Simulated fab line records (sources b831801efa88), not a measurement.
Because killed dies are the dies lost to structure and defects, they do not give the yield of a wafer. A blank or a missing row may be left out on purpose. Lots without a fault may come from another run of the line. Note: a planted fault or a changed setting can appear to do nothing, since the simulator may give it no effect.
Which of the tools did it?    flow gf180mcu    13 lots, 39 wafers sampled, at 5 steps of a route of 602

== WHAT THE GAUGES SHOWED, per wafer ==
GF_VT_IMPLANT_TW_MEAS_21. Usual: for VT_IMPLANT_2_TW the level is 1213 and the standard deviation is 9.3.
lot   measured      on             VT_IMPLANT_2_TW  flag
L314  day 6 11:20   film-metro-02  1222 1217 1220   
L315  day 6 18:01   film-metro-03  1203 1205 1209   
L316  day 7 00:25   film-metro-03  1204 1205 1203   
L317  day 7 07:05   film-metro-04  1234 1228 1233   
L318  day 7 14:25   film-metro-04  1230 1227 1228   
L319  day 7 20:02   film-metro-04  1529 1539 1536   OFF
L320  day 8 03:46   film-metro-03  1205 1201 1204   
L329  day 10 11:41  film-metro-02  1516 1515 1525   OFF
L330  day 10 19:04  film-metro-02  1525 1519 1518   OFF
L332  day 11 07:01  film-metro-02  1208 1206 1208   
L334  day 11 16:15  film-metro-03  1210 1205 1203   
L335  day 11 23:50  film-metro-02  1205 1215 1209   
L336  day 12 05:56  film-metro-02  1212 1204 1211   

GF_VT_IMPLANT_RS_MEAS_49: a four-point-probe measurement. Usual: for MVPSD_RS the level is 1169 ohm/sq and the standard deviation is 4.
lot   measured      on             MVPSD_RS (ohm/sq)  flag
L314  day 7 18:49   film-metro-04  1166 1166 1166     
L315  day 8 02:13   film-metro-04  1160 1167 1163     
L316  day 8 09:53   film-metro-04  1167 1170 1166     
L317  day 8 16:06   film-metro-01  1168 1172 1171     
L318  day 8 23:06   film-metro-01  1163 1171 1171     
L319  day 9 05:47   film-metro-01  1165 1165 1166     
L320  day 9 13:59   film-metro-01  1166 1168 1170     
L329  day 11 23:27  film-metro-01  1165 1165 1168     
L330  day 12 06:49  film-metro-03  1169 1170 1169     
L332  day 12 18:29  film-metro-01  1168 1168 1169     
L334  day 13 04:51  film-metro-03  1171 1172 1170     
L335  day 13 13:01  film-metro-01  1167 1173 1169     
L336  day 13 19:54  film-metro-01  1166 1165 1163     

== EACH LOT AND THE TOOL THAT RAN IT (in order: tool; ch and the chambers of the sampled wafers; start) ==
lot   GF_STI_ETCH_14                   GF_VT_IMPLANT_IMPLANT_19         GF_VT_IMPLANT_STRIP_20
L314  rie-si-01 ch 0,1,3, day 2 05:52  implanter-04 ch 0, day 6 11:05   plasma-asher-04 ch 0, day 6 11:13
L315  rie-si-02 ch 2,3, day 2 11:14    implanter-03 ch 0, day 6 17:47   plasma-asher-01 ch 0,1, day 6 17:55
L316  rie-si-02 ch 0,2,3, day 2 16:37  implanter-03 ch 0, day 7 00:10   plasma-asher-04 ch 0,1, day 7 00:19
L317  rie-si-02 ch 0,1, day 2 22:08    implanter-01 ch 0, day 7 06:50   plasma-asher-04 ch 0,1, day 7 06:58
L318  rie-si-01 ch 0,2,3, day 3 03:16  implanter-04 ch 0, day 7 14:11   plasma-asher-01 ch 0,1, day 7 14:19
L319  rie-si-02 ch 0,1, day 3 08:35    implanter-01 ch 0, day 7 19:28   plasma-asher-01 ch 0,1, day 7 19:56
L320  rie-si-02 ch 2,3, day 3 14:53    implanter-03 ch 0, day 8 03:31   plasma-asher-04 ch 0,1, day 8 03:40
L329  rie-si-01 ch 1,2,3, day 5 12:07  implanter-03 ch 0, day 10 11:08  plasma-asher-04 ch 0,1, day 10 11:35
L330  rie-si-02 ch 1,3, day 5 17:01    implanter-03 ch 0, day 10 18:23  plasma-asher-03 ch 0,1, day 10 18:50
L332  rie-si-01 ch 0,2,3, day 6 03:14  implanter-01 ch 0, day 11 06:46  plasma-asher-03 ch 0,1, day 11 06:55
L334  rie-si-02 ch 0,1,2, day 6 14:13  implanter-04 ch 0, day 11 16:02  plasma-asher-01 ch 0,1, day 11 16:09
L335  rie-si-01 ch 0,1,3, day 6 19:05  implanter-04 ch 0, day 11 23:37  plasma-asher-01 ch 0,1, day 11 23:44
L336  rie-si-01 ch 0,2,3, day 7 00:08  implanter-03 ch 0, day 12 05:41  plasma-asher-03 ch 0,1, day 12 05:49
- GF_STI_ETCH_14: etches Si in HBr/Cl2/O2, target depth 360 nm, time 102.9 s.
- GF_VT_IMPLANT_IMPLANT_19
- GF_VT_IMPLANT_STRIP_20: strips in O2/N2.

== AS READ BY THE TOOLS THEMSELVES (means over the sampled wafers that have a number; for cases with no such wafer, the mark the record gives instead) ==
GF_STI_ETCH_14. Usual: chamber-pressure-mTorr 14.999 mTorr, standard deviation 0.013; drypump-motor-current-A 5.8 A, standard deviation 0.55; oes-product-au 1.003 a.u., standard deviation 0.0093; throttle-valve-pct 25.656 %, standard deviation 0.012.
lot   tool       chamber-pressure-mTorr (mTorr)  drypump-motor-current-A (A)  oes-product-au (a.u.)  throttle-valve-pct (%)  flag
L314  rie-si-01  15.001                          5.1                          0.997                  25.661                  
L315  rie-si-02  14.998                          6.3                          1.002                  25.649                  
L316  rie-si-02  15.011                          6.1                          1.003                  25.651                  
L317  rie-si-02  14.987                          5.9                          1.000                  25.657                  
L318  rie-si-01  15.003                          5.5                          0.995                  25.657                  
L319  rie-si-02  15.005                          5.9                          0.998                  25.662                  
L320  rie-si-02  14.999                          6.0                          1.007                  25.649                  
L329  rie-si-01  14.988                          5.6                          0.989                  25.674                  
L330  rie-si-02  14.983                          6.4                          1.002                  25.657                  
L332  rie-si-01  14.997                          5.5                          0.995                  25.657                  
L334  rie-si-02  14.987                          5.8                          1.007                  25.651                  
L335  rie-si-01  15.005                          5.1                          1.004                  25.651                  
L336  rie-si-01  15.003                          5.5                          0.998                  25.657                  

GF_VT_IMPLANT_STRIP_20. Usual: chamber-pressure-mTorr 1500.0 mTorr, standard deviation 1.3; drypump-motor-current-A 5.51 A, standard deviation 0.21; heater-power-w 315 W, standard deviation 35; oes-product-au 0.716 a.u., standard deviation 0.0049; strip-time-to-endpoint-s 12.64 s, standard deviation 0.031.
lot   tool             chamber-pressure-mTorr (mTorr)  drypump-motor-current-A (A)  heater-power-w (W)  oes-product-au (a.u.)  strip-time-to-endpoint-s (s)  flag
L314  plasma-asher-04  1500.2                          5.63                         279                 0.718                  12.65                         
L315  plasma-asher-01  1501.0                          5.47                         332                 0.720                  12.65                         
L316  plasma-asher-04  1501.5                          5.48                         293                 0.719                  12.61                         
L317  plasma-asher-04  1499.4                          5.59                         286                 0.720                  12.61                         
L318  plasma-asher-01  1501.5                          5.45                         340                 0.716                  12.61                         
L319  plasma-asher-01  1500.8                          5.64                         311                 0.716                  12.61                         
L320  plasma-asher-04  1500.4                          5.56                         283                 0.716                  12.63                         
L329  plasma-asher-04  1497.7                          5.48                         298                 0.712                  12.66                         
L330  plasma-asher-03  1500.0                          5.35                         341                 0.713                  12.65                         
L332  plasma-asher-03  1500.2                          5.33                         341                 0.712                  12.64                         
L334  plasma-asher-01  1500.2                          5.49                         336                 0.717                  12.63                         
L335  plasma-asher-01  1500.0                          5.64                         317                 0.720                  12.72                         
L336  plasma-asher-03  1499.6                          5.32                         346                 0.716                  12.64                         

== THE ANSWER, worked out from the rows above alone ==
Rule: a lot counts as off when the mean over its wafers that have a number is more than 3 standard deviations away from the usual mean. Also off: a lot with no number at a reading for which 4 or more lots have one. Where the step has rows for the other lots, those lots are counted as sound. The gauges are gone through in route order, then the tools' own readings, and for those a lot's mean is taken as printed above. At the first step where some lot is off, the reading lying furthest off is the one used; lots without a number count as furthest.
Off: L319, L329, L330, seen at GF_VT_IMPLANT_TW_MEAS_21 (VT_IMPLANT_2_TW).
A tool fits if, at a process step before that reading, it ran every lot that is off, and no sound lot after the first of them. Those tools and the gauges at GF_VT_IMPLANT_TW_MEAS_21 are tried in the same way. Not one of the candidates tried fits.

== WHAT THE SIMULATOR PUT IN ==
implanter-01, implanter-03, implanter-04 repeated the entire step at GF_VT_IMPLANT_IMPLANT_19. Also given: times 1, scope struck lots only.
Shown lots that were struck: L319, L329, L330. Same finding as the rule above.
